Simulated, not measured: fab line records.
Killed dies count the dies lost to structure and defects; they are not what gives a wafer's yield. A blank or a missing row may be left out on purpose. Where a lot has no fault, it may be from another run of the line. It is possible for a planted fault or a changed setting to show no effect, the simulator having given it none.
fab line records	flow sky130	part 1 of 2: steps 1 to 26 of 37
[record] lots = 5	wafers = 15	lastDay = 50
route steps=708 shown SONOS_TUNNEL@166 SONOS_ONO@168 GATE_OXIDE@187
lots with no fault: from the same line, run without faults
startH: start of the lot's first displayed wafer, in hours after the record's first day	waitH: hours since the lot's step before	" unchanged from the row above	L1.1+2: one row covering several wafers at once	- either no value or no given start	* or withheld: withheld	< > ~ a bound
route shown NAME@n: a module of which the file shows steps, and the number in the route of the first	usual: mean and standard deviation over wafers with no fault	same: alike in all rows	chamber/n: place in a boat	sites: the reading at each site	_std_site: the values' standard deviation	_edge_site: the outer-site mean with the inner-site mean subtracted	radiusMm: how far each site lies from the wafer's centre	mask NAME#n: copy n	behind: the last tool/chamber to shape the wafer	hold: reason for holding the lot/hours on hold/outcome of the hold	device: the transistor (n, p or np) that didn't switch	end of line: the tests these same wafers got at the end of their route	for a step that has no rows: nothing shown but its recipe	killed: dies that structure and defects cost at the first sort, which is not the same as the wafer's yield	map: dies across one wafer; x = killed, . = not, _ = none there
set.NAME: the run value of the setting; set.NAME@STEP: its run value at that earlier step	model.NAME: the simulator's own value behind a step, which no gauge read
lots at some steps of the route; a table a step, a row a wafer
services: a tool's chamber out of use, with start hour (startH, from the record's first day; less than 0 if before it), hours out, and reason
[[steps]]
[step SKY_SONOS_TUNNEL_TW_MEAS_12]
[usual] SONOS_TUNNEL_TW = 194.9/2.1
lot.wafer	tool	chamber	startH	waitH	SONOS_TUNNEL_TW
L080.1	filmMetro-04	-	297.72	0.0	194.7
L080.2	"	-	"	"	192.9
L080.6	"	-	"	"	194.2
L085.2	filmMetro-03	-	335.22	0.0	199.1
L085.5	"	-	"	"	197.6
L085.6	"	-	"	"	197.3
L087.1	filmMetro-03	-	350.07	0.0	197.7
L087.2	"	-	"	"	195.7
L087.6	"	-	"	"	196.6
L096.1	filmMetro-04	-	445.52	0.0	193.1
L096.3	"	-	"	"	194.6
L096.5	"	-	"	"	194.0
L097.1	filmMetro-04	-	447.80	0.0	194.3
L097.3	"	-	"	"	194.0
L097.6	"	-	"	"	194.0
[step SKY_SONOS_TUNNEL_CLEAN_13]
[recipe] chemistry = dHF	timeS = 20	dilution = 100:1	dry = ipaMarangoni
lot.wafer	tool	chamber	startH	waitH
L080.1+2+6	wetBench-04	0	297.78	0.1
L085.2+5+6	wetBench-01	1	335.27	0.0
L087.1+2+6	wetBench-04	3	350.13	0.1
L096.1+3+5	wetBench-02	0	445.58	0.1
L097.1+3+6	wetBench-01	3	447.86	0.1
[step SKY_SONOS_ONO_OXIDATION_00]
[recipe] tempC = 800	ambient = O2	idleTempC = 700	rampUpCPerMin = 10	rampDownCPerMin = 3	stabiliseS = 600	purgeS = 300	targetThkA = 26	oxTimeS = 1249
[usual] spikeTcBottomC = 815.3/1.4
[same] purgeS = 300
lot.wafer	tool	chamber	startH	waitH	spikeTcBottomC
L080.1	furnace-01	0	297.81	0.0	814.5
L080.2	"	0	"	"	813.4
L080.6	"	0	"	"	814.5
L085.2	furnace-02	0	337.04	1.8	817.7
L085.5	"	0	"	"	817.6
L085.6	"	0	"	"	816.6
L087.1	furnace-01	0	351.37	1.2	813.7
L087.2	"	0	"	"	813.9
L087.6	"	0	"	"	813.7
L096.1	furnace-01	0	446.63	1.0	814.4
L096.3	"	0	"	"	815.5
L096.5	"	0	"	"	814.2
L097.1	furnace-02	0	448.29	0.4	817.4
L097.3	"	0	"	"	817.3
L097.6	"	0	"	"	815.4
[step SKY_SONOS_ONO_THK_MEAS_01]
[recipe] reads = SiO2_of_SONOS_ONO_OXIDATION_00
[usual] SONOS_ONO_OXIDATION_THK = 2.61/0.062
lot.wafer	tool	chamber	startH	waitH	SONOS_ONO_OXIDATION_THK[nm]
L080.1	filmMetro-02	-	299.15	0.0	2.59
L080.2	"	-	"	"	2.58
L080.6	"	-	"	"	2.60
L085.2	filmMetro-04	-	338.40	0.0	2.57
L085.5	"	-	"	"	2.52
L085.6	"	-	"	"	2.59
L087.1	filmMetro-01	-	352.72	0.0	2.51
L087.2	"	-	"	"	2.58
L087.6	"	-	"	"	2.61
L096.1	filmMetro-01	-	447.97	0.0	2.71
L096.3	"	-	"	"	2.72
L096.5	"	-	"	"	2.66
L097.1	filmMetro-04	-	449.64	0.0	2.68
L097.3	"	-	"	"	2.54
L097.6	"	-	"	"	2.64
[step SKY_SONOS_ONO_CVD_02]
[recipe] material = Si3N4	precursor = DCS/NH3	targetThkNm = 10.5	tempC = 770	timeS = 180	pressureMtorr = 250
[usual] spikeTcBottomC = 786.1/1.1
lot.wafer	tool	chamber	startH	waitH	spikeTcBottomC
L080.1	lpcvd-02	1	299.84	0.7	785.2
L080.2	"	1	"	"	784.3
L080.6	"	1	"	"	786.0
L085.2	lpcvd-02	1	340.29	1.9	785.8
L085.5	"	1	"	"	785.5
L085.6	"	1	"	"	785.1
L087.1	lpcvd-02	1	370.83	18.1	786.7
L087.2	"	1	"	"	785.6
L087.6	"	1	"	"	783.4
L096.1	lpcvd-02	1	448.03	0.1	784.8
L096.3	"	1	"	"	784.6
L096.5	"	1	"	"	786.0
L097.1	lpcvd-02	0	449.70	0.1	787.3
L097.3	"	0	"	"	785.8
L097.6	"	0	"	"	787.0
[step SKY_SONOS_ONO_THK_MEAS_03]
[recipe] reads = Si3N4_of_SONOS_ONO_CVD_02
[usual] SONOS_ONO_CVD_02_THK = 10.45/0.14
lot.wafer	tool	chamber	startH	waitH	SONOS_ONO_CVD_02_THK[nm]
L080.1	filmMetro-04	-	300.89	0.0	10.23
L080.2	"	-	"	"	10.22
L080.6	"	-	"	"	10.16
L085.2	filmMetro-01	-	341.35	0.0	10.51
L085.5	"	-	"	"	10.49
L085.6	"	-	"	"	10.51
L087.1	filmMetro-01	-	371.88	0.0	10.44
L087.2	"	-	"	"	10.32
L087.6	"	-	"	"	10.36
L096.1	filmMetro-04	-	449.08	0.0	10.71
L096.3	"	-	"	"	10.81
L096.5	"	-	"	"	10.64
L097.1	filmMetro-04	-	450.75	0.0	10.58
L097.3	"	-	"	"	10.55
L097.6	"	-	"	"	10.55
[step SKY_SONOS_ONO_CVD_04]
[recipe] material = SiO2	precursor = SiH4/N2O	targetThkNm = 5.7199	tempC = 900	pressureMtorr = 400
[usual] spikeTcBottomC = 918.2/1.9
lot.wafer	tool	chamber	startH	waitH	spikeTcBottomC
L080.1	lpcvd-03	0	300.95	0.1	914.3
L080.2	"	0	"	"	916.7
L080.6	"	0	"	"	915.2
L085.2	lpcvd-03	1	341.40	0.0	918.9
L085.5	"	1	"	"	920.0
L085.6	"	1	"	"	919.1
L087.1	lpcvd-03	1	371.94	0.1	919.4
L087.2	"	1	"	"	920.2
L087.6	"	1	"	"	918.7
L096.1	lpcvd-03	1	449.14	0.1	919.6
L096.3	"	1	"	"	920.7
L096.5	"	1	"	"	920.1
L097.1	lpcvd-03	1	450.81	0.1	919.6
L097.3	"	1	"	"	921.6
L097.6	"	1	"	"	920.1
[step SKY_SONOS_ONO_THK_MEAS_05]
[recipe] reads = SiO2_of_SONOS_ONO_CVD_04
[usual] SONOS_ONO_CVD_04_THK = 5.70/0.097
lot.wafer	tool	chamber	startH	waitH	SONOS_ONO_CVD_04_THK[nm]
L080.1	filmMetro-04	-	302.20	0.0	5.75
L080.2	"	-	"	"	5.76
L080.6	"	-	"	"	5.74
L085.2	filmMetro-02	-	342.66	0.0	5.77
L085.5	"	-	"	"	5.79
L085.6	"	-	"	"	5.74
L087.1	filmMetro-01	-	373.19	0.0	5.78
L087.2	"	-	"	"	5.79
L087.6	"	-	"	"	5.77
L096.1	filmMetro-04	-	450.39	0.0	5.71
L096.3	"	-	"	"	5.77
L096.5	"	-	"	"	5.80
L097.1	filmMetro-01	-	452.06	0.0	5.64
L097.3	"	-	"	"	5.70
L097.6	"	-	"	"	5.79
[step SKY_SONOS_ONO_DEHYDRATE_06]
[recipe] tempC = 200	timeS = 60
[usual] exhaustPa = 45.1/0.91
lot.wafer	tool	chamber	startH	waitH	exhaustPa
L080.1	lithoTrack-01	0	314.99	12.8	44.7
L080.2	"	0	"	"	45.9
L080.6	"	0	"	"	44.8
L085.2	lithoTrack-02	0	355.93	13.3	44.0
L085.5	"	0	"	"	45.1
L085.6	"	0	"	"	45.3
L087.1	lithoTrack-02	0	385.40	12.2	45.8
L087.2	"	0	"	"	45.3
L087.6	"	0	"	"	45.6
L096.1	lithoTrack-03	0	465.40	15.0	45.9
L096.3	"	0	"	"	45.9
L096.5	"	0	"	"	45.5
L097.1	lithoTrack-02	0	467.10	15.0	45.4
L097.3	"	0	"	"	45.1
L097.6	"	0	"	"	45.2
[step SKY_SONOS_ONO_HMDS_07]
[recipe] primeTimeS = 60	primeTempC = 120
[usual] exhaustPa = 45.1/0.82
lot.wafer	tool	chamber	startH	waitH	exhaustPa
L080.1	lithoTrack-01	0	315.14	0.1	46.1
L080.2	"	0	"	"	45.0
L080.6	"	0	"	"	45.2
L085.2	lithoTrack-02	0	356.08	0.1	45.5
L085.5	"	0	"	"	44.5
L085.6	"	0	"	"	45.5
L087.1	lithoTrack-02	0	385.55	0.1	44.4
L087.2	"	0	"	"	44.4
L087.6	"	0	"	"	43.7
L096.1	lithoTrack-03	0	465.55	0.1	45.8
L096.3	"	0	"	"	44.7
L096.5	"	0	"	"	44.7
L097.1	lithoTrack-02	0	467.25	0.1	44.1
L097.3	"	0	"	"	44.3
L097.6	"	0	"	"	43.2
[step SKY_SONOS_ONO_COAT_08]
[recipe] resist = NOVOLAK	spinRpm = 3000	resistThkNm = 1140
[usual] exhaustPa = 44.9/0.86
lot.wafer	tool	chamber	startH	waitH	exhaustPa
L080.1	lithoTrack-01	0	315.29	0.1	44.9
L080.2	"	0	"	"	44.6
L080.6	"	0	"	"	46.5
L085.2	lithoTrack-02	0	356.23	0.1	45.1
L085.5	"	0	"	"	44.9
L085.6	"	0	"	"	44.9
L087.1	lithoTrack-02	0	385.70	0.1	44.4
L087.2	"	0	"	"	45.4
L087.6	"	0	"	"	45.5
L096.1	lithoTrack-03	0	465.70	0.1	45.7
L096.3	"	0	"	"	45.2
L096.5	"	0	"	"	45.2
L097.1	lithoTrack-02	0	467.40	0.1	44.3
L097.3	"	0	"	"	45.2
L097.6	"	0	"	"	45.8
[step SKY_SONOS_ONO_SOFTBAKE_09]
[recipe] tempC = 90	timeS = 60	resist = NOVOLAK
[usual] exhaustPa = 44.9/0.79
lot.wafer	tool	chamber	startH	waitH	exhaustPa
L080.1	lithoTrack-01	0	315.44	0.1	44.6
L080.2	"	0	"	"	44.8
L080.6	"	0	"	"	44.4
L085.2	lithoTrack-02	0	356.38	0.1	44.9
L085.5	"	0	"	"	44.2
L085.6	"	0	"	"	44.3
L087.1	lithoTrack-02	0	385.85	0.1	46.4
L087.2	"	0	"	"	44.7
L087.6	"	0	"	"	46.5
L096.1	lithoTrack-03	0	465.85	0.1	44.8
L096.3	"	0	"	"	44.6
L096.5	"	0	"	"	43.4
L097.1	lithoTrack-02	0	467.55	0.1	45.5
L097.3	"	0	"	"	45.2
L097.6	"	0	"	"	45.5
[step SKY_SONOS_ONO_EXPOSE_10]
[recipe] maskId = ONOM	targetCdNm = 410	na = 0.6	sourceShape = conventional	sigmaOuter = 0.6	doseMj = 150
[usual] exposureDoseMJCm2 = 150.01/0.14
[same] na = 0.6
lot.wafer	tool	chamber	startH	waitH	mask	exposureDoseMJCm2
L080.1	ilineStepper-01	0	-	-	ONOM#0	149.96
L080.2	"	0	"	"	ONOM#0	149.99
L080.6	"	0	"	"	ONOM#0	149.93
L085.2	ilineStepper-02	0	-	-	ONOM#0	150.09
L085.5	"	0	"	"	ONOM#0	150.19
L085.6	"	0	"	"	ONOM#0	149.88
L087.1	ilineStepper-01	0	-	-	ONOM#0	150.06
L087.2	"	0	"	"	ONOM#0	150.05
L087.6	"	0	"	"	ONOM#0	149.96
L096.1	ilineStepper-01	0	-	-	ONOM#0	150.10
L096.3	"	0	"	"	ONOM#0	150.36
L096.5	"	0	"	"	ONOM#0	150.06
L097.1	ilineStepper-02	0	-	-	ONOM#0	150.01
L097.3	"	0	"	"	ONOM#0	150.04
L097.6	"	0	"	"	ONOM#0	149.93
[step SKY_SONOS_ONO_PEB_11]
[recipe] tempC = withheld	timeS = *	resist = NOVOLAK
[usual] exhaustPa = 45.1/0.76
lot.wafer	tool	chamber	startH	waitH	exhaustPa
L080.1	lithoTrack-03	0	-	-	46.1
L080.2	"	0	"	"	46.3
L080.6	"	0	"	"	45.1
L085.2	lithoTrack-01	0	-	-	43.6
L085.5	"	0	"	"	44.6
L085.6	"	0	"	"	46.8
L087.1	lithoTrack-01	0	-	-	45.0
L087.2	"	0	"	"	46.6
L087.6	"	0	"	"	45.5
L096.1	lithoTrack-02	0	-	-	45.0
L096.3	"	0	"	"	43.7
L096.5	"	0	"	"	44.7
L097.1	lithoTrack-03	0	-	-	43.9
L097.3	"	0	"	"	45.5
L097.6	"	0	"	"	45.4
[step SKY_SONOS_ONO_DEVELOP_12]
[recipe] developTimeS = 60	devTempC = 23
[usual] exhaustPa = 45.0/0.87
lot.wafer	tool	chamber	startH	waitH	exhaustPa
L080.1	lithoTrack-03	0	327.70	0.1	44.5
L080.2	"	0	"	"	44.4
L080.6	"	0	"	"	42.9
L085.2	lithoTrack-01	0	369.86	0.1	45.7
L085.5	"	0	"	"	45.9
L085.6	"	0	"	"	44.6
L087.1	lithoTrack-01	0	402.19	0.1	44.7
L087.2	"	0	"	"	45.4
L087.6	"	0	"	"	45.5
L096.1	lithoTrack-02	0	481.25	0.1	44.3
L096.3	"	0	"	"	45.5
L096.5	"	0	"	"	45.6
L097.1	lithoTrack-03	0	482.75	0.1	44.5
L097.3	"	0	"	"	44.4
L097.6	"	0	"	"	43.8
[step SKY_SONOS_ONO_CD_MEAS_13]
[recipe] targetCdNm = 410
[usual] cdNm = 409.6/2.3
lot.wafer	tool	chamber	startH	waitH	cdNm
L080.1	cdSem-02	-	327.85	0.1	409.2
L080.2	"	-	"	"	408.8
L080.6	"	-	"	"	407.4
L085.2	cdSem-01	-	370.01	0.1	413.7
L085.5	"	-	"	"	414.2
L085.6	"	-	"	"	413.7
L087.1	cdSem-02	-	402.34	0.1	409.4
L087.2	"	-	"	"	408.6
L087.6	"	-	"	"	408.6
L096.1	cdSem-02	-	481.40	0.1	413.8
L096.3	"	-	"	"	412.0
L096.5	"	-	"	"	410.6
L097.1	cdSem-02	-	482.90	0.1	410.7
L097.3	"	-	"	"	411.9
L097.6	"	-	"	"	412.3
[step SKY_SONOS_ONO_OVL_MEAS_14]
[usual] SONOS_ONO_OVL = 0.4/1.3
lot.wafer	tool	chamber	startH	waitH	SONOS_ONO_OVL[nm]
L080.1	overlay-02	-	327.97	0.1	0.8
L080.2	"	-	"	"	0.9
L080.6	"	-	"	"	0.5
L085.2	overlay-01	-	370.11	0.1	1.4
L085.5	"	-	"	"	0.7
L085.6	"	-	"	"	0.5
L087.1	overlay-02	-	402.46	0.1	-0.2
L087.2	"	-	"	"	1.5
L087.6	"	-	"	"	2.0
L096.1	overlay-01	-	481.52	0.1	2.3
L096.3	"	-	"	"	1.2
L096.5	"	-	"	"	1.6
L097.1	overlay-01	-	483.02	0.1	-2.0
L097.3	"	-	"	"	-1.2
L097.6	"	-	"	"	-0.5
[step SKY_SONOS_ONO_ETCH_15]
[recipe] targetDepthNm = 19.52	chemistry = CHF3/O2	sourceW = 600	biasW = 200	pressureMtorr = 40	chf3FlowSccm = 50	O2_flow_sccm = 5	timeS = 7.8
[usual] biasW = 200.0/0.56	drypumpMotorCurrentA = 6.0/0.46	oesProductAu = 1.002/0.0077	throttleValvePct = 8.826/0.0084
lot.wafer	tool	chamber	startH	waitH	biasW	drypumpMotorCurrentA	oesProductAu	rfHoursCounterH	throttleValvePct
L080.1	rieDiel-04	1	328.01	0.0	200.2	6.1	0.996	4	8.835
L080.2	"	2	"	"	200.3	6.3	0.999	0	8.830
L080.6	"	2	"	"	200.1	6.4	0.997	-	8.822
L085.2	rieDiel-04	2	370.14	0.0	200.2	6.3	1.001	1	8.824
L085.5	"	2	"	"	200.2	6.3	1.006	-	8.837
L085.6	"	3	"	"	199.3	5.3	1.004	-	8.832
L087.1	rieDiel-03	1	402.49	0.0	199.8	5.8	1.018	30	8.824
L087.2	"	2	"	"	201.4	6.6	0.991	5	8.833
L087.6	"	2	"	"	200.6	6.6	1.004	-	8.843
L096.1	rieDiel-01	0	481.56	0.0	199.6	6.0	0.998	31	8.811
L096.3	"	3	"	"	199.7	5.4	1.001	13	8.827
L096.5	"	0	"	"	199.6	6.0	0.992	-	8.826
L097.1	rieDiel-03	0	483.06	0.0	200.8	6.0	1.004	4	8.834
L097.3	"	1	"	"	199.1	5.9	1.015	32	8.819
L097.6	"	3	"	"	197.9	5.7	1.019	-	8.824
[step SKY_SONOS_ONO_WET_ETCH_16]
[recipe] chemistry = dHF	targetDepthNm = 14	dry = n2Spin	target = SiO2	dilution = 100:1	tempC = 25	timeS = 280
lot.wafer	tool	chamber	startH	waitH
L080.1+2+6	wetBench-03	1	328.03	0.0
L085.2+5+6	wetBench-01	2	370.16	0.0
L087.1+2+6	wetBench-03	3	402.51	0.0
L096.1+3+5	wetBench-03	0	481.58	0.0
L097.1+3+6	wetBench-03	1	483.08	0.0
[step SKY_SONOS_ONO_STRIP_17]
[recipe] chemistry = O2/N2	powerW = 1400	pressureMtorr = 1500	platenTempC = withheld	o2FlowSccm = 3000	n2FlowSccm = 300	overashFraction = 0.5
[usual] drypumpMotorCurrentA = 5.54/0.18	n2FlowSccm = 300.0/0.93	oesProductAu = 0.710/0.0047	stripTimeToEndpointS = 14.10/0.039
lot.wafer	tool	chamber	startH	waitH	drypumpMotorCurrentA	n2FlowSccm	oesProductAu	rfHoursCounterH	stripTimeToEndpointS
L080.1	plasmaAsher-02	0	328.13	0.0	5.48	300.6	0.709	62	14.08
L080.2	"	1	"	"	5.38	298.8	0.719	62	14.12
L080.6	"	1	"	"	5.38	301.1	0.710	-	14.09
L085.2	plasmaAsher-02	1	370.26	0.0	5.39	299.9	0.715	65	14.13
L085.5	"	0	"	"	5.46	301.0	0.709	-	14.09
L085.6	"	1	"	"	5.39	299.1	0.704	-	14.09
L087.1	plasmaAsher-04	0	402.60	0.0	5.60	299.3	0.717	59	14.13
L087.2	"	1	"	"	5.95	299.6	0.713	59	14.15
L087.6	"	1	"	"	5.94	299.9	0.712	-	14.13
L096.1	plasmaAsher-04	0	481.67	0.0	5.57	300.1	0.711	67	14.13
L096.3	"	1	"	"	5.91	300.8	0.708	-	14.10
L096.5	"	0	"	"	5.58	299.7	0.710	-	14.09
L097.1	plasmaAsher-03	1	483.16	0.0	5.44	301.6	0.717	80	14.12
L097.3	"	1	"	"	5.44	301.2	0.699	-	14.11
L097.6	"	1	"	"	5.44	301.7	0.705	-	14.13
[step SKY_SONOS_ONO_WET_ETCH_18]
[recipe] chemistry = H3PO4	targetDepthNm = 15	target = Si3N4	tempC = 160	timeS = 172
lot.wafer	tool	chamber	startH	waitH
L080.1+2+6	wetBench-04	0	328.23	0.1
L085.2+5+6	wetBench-03	0	370.36	0.1
L087.1+2+6	wetBench-01	2	402.70	0.1
L096.1+3+5	wetBench-04	0	481.77	0.1
L097.1+3+6	wetBench-01	0	483.26	0.1
[step SKY_GATE_OXIDE_CLEAN_00]
[recipe] chemistry = SC1/SC2	mix = 1:4:20	tempC = 70	timeS = 150	dry = n2Spin
lot.wafer	tool	chamber	startH	waitH
L080.1+2+6	wetBench-03	3	328.29	0.0
L085.2+5+6	wetBench-04	0	370.41	0.0
L087.1+2+6	wetBench-04	3	402.75	0.0
L096.1+3+5	wetBench-01	2	481.89	0.0
L097.1+3+6	wetBench-03	1	483.32	0.0
[step SKY_GATE_OXIDE_OXIDATION_01]
[recipe] tempC = 900	ambient = O2	stabiliseS = 600	purgeS = 300	targetThkA = 102.68	oxTimeS = 1473
[usual] spikeTcBottomC = 914.7/1.4
[same] purgeS = 300
lot.wafer	tool	chamber	startH	waitH	spikeTcBottomC
L080.1	furnace-02	0	329.84	1.5	914.0
L080.2	"	0	"	"	914.7
L080.6	"	0	"	"	916.5
L085.2	furnace-02	0	370.51	0.0	916.5
L085.5	"	0	"	"	915.8
L085.6	"	0	"	"	917.1
L087.1	furnace-02	0	402.81	0.0	913.6
L087.2	"	0	"	"	915.2
L087.6	"	0	"	"	915.3
L096.1	furnace-02	0	481.94	0.0	915.4
L096.3	"	0	"	"	915.5
L096.5	"	0	"	"	914.0
L097.1	furnace-02	0	483.37	0.0	914.2
L097.3	"	0	"	"	916.3
L097.6	"	0	"	"	915.2
[step SKY_GATE_OXIDE_THK_MEAS_02]
[recipe] reads = SiO2_of_GATE_OXIDE_OXIDATION_01
[usual] GATE_OXIDE_OXIDATION_00_THK = 10.31/0.18
lot.wafer	tool	chamber	startH	waitH	GATE_OXIDE_OXIDATION_00_THK[nm]
L080.1	filmMetro-01	-	331.25	0.0	10.35
L080.2	"	-	"	"	10.79
L080.6	"	-	"	"	10.40
L085.2	filmMetro-03	-	371.93	0.0	10.19
L085.5	"	-	"	"	10.08
L085.6	"	-	"	"	10.09
L087.1	filmMetro-02	-	404.22	0.0	10.14
L087.2	"	-	"	"	10.23
L087.6	"	-	"	"	10.22
L096.1	filmMetro-03	-	483.35	0.0	10.49
L096.3	"	-	"	"	10.36
L096.5	"	-	"	"	10.44
L097.1	filmMetro-03	-	484.78	0.0	10.41
L097.3	"	-	"	"	10.43
L097.6	"	-	"	"	10.38
[step SKY_GATE_OXIDE_DEHYDRATE_03]
[recipe] tempC = 200	timeS = 60
[usual] exhaustPa = 45.1/0.96
lot.wafer	tool	chamber	startH	waitH	exhaustPa
L080.1	lithoTrack-02	0	344.15	12.9	46.2
L080.2	"	0	"	"	44.8
L080.6	"	0	"	"	46.3
L085.2	lithoTrack-03	0	384.63	12.7	45.6
L085.5	"	0	"	"	43.9
L085.6	"	0	"	"	44.8
L087.1	lithoTrack-04	0	417.64	13.4	43.9
L087.2	"	0	"	"	45.4
L087.6	"	0	"	"	43.7
L096.1	lithoTrack-03	0	498.45	15.1	45.9
L096.3	"	0	"	"	44.2
L096.5	"	0	"	"	43.7
L097.1	lithoTrack-02	0	500.50	15.7	45.5
L097.3	"	0	"	"	44.7
L097.6	"	0	"	"	45.2
[step SKY_GATE_OXIDE_HMDS_04]
[recipe] primeTimeS = 60	primeTempC = 120
[usual] exhaustPa = 44.9/0.85
lot.wafer	tool	chamber	startH	waitH	exhaustPa
L080.1	lithoTrack-02	0	344.30	0.1	44.0
L080.2	"	0	"	"	44.0
L080.6	"	0	"	"	44.1
L085.2	lithoTrack-03	0	384.78	0.1	44.7
L085.5	"	0	"	"	45.3
L085.6	"	0	"	"	45.7
L087.1	lithoTrack-04	0	417.79	0.1	45.0
L087.2	"	0	"	"	44.5
L087.6	"	0	"	"	44.1
L096.1	lithoTrack-03	0	498.60	0.1	45.0
L096.3	"	0	"	"	45.7
L096.5	"	0	"	"	45.4
L097.1	lithoTrack-02	0	500.65	0.1	43.4
L097.3	"	0	"	"	45.5
L097.6	"	0	"	"	44.5
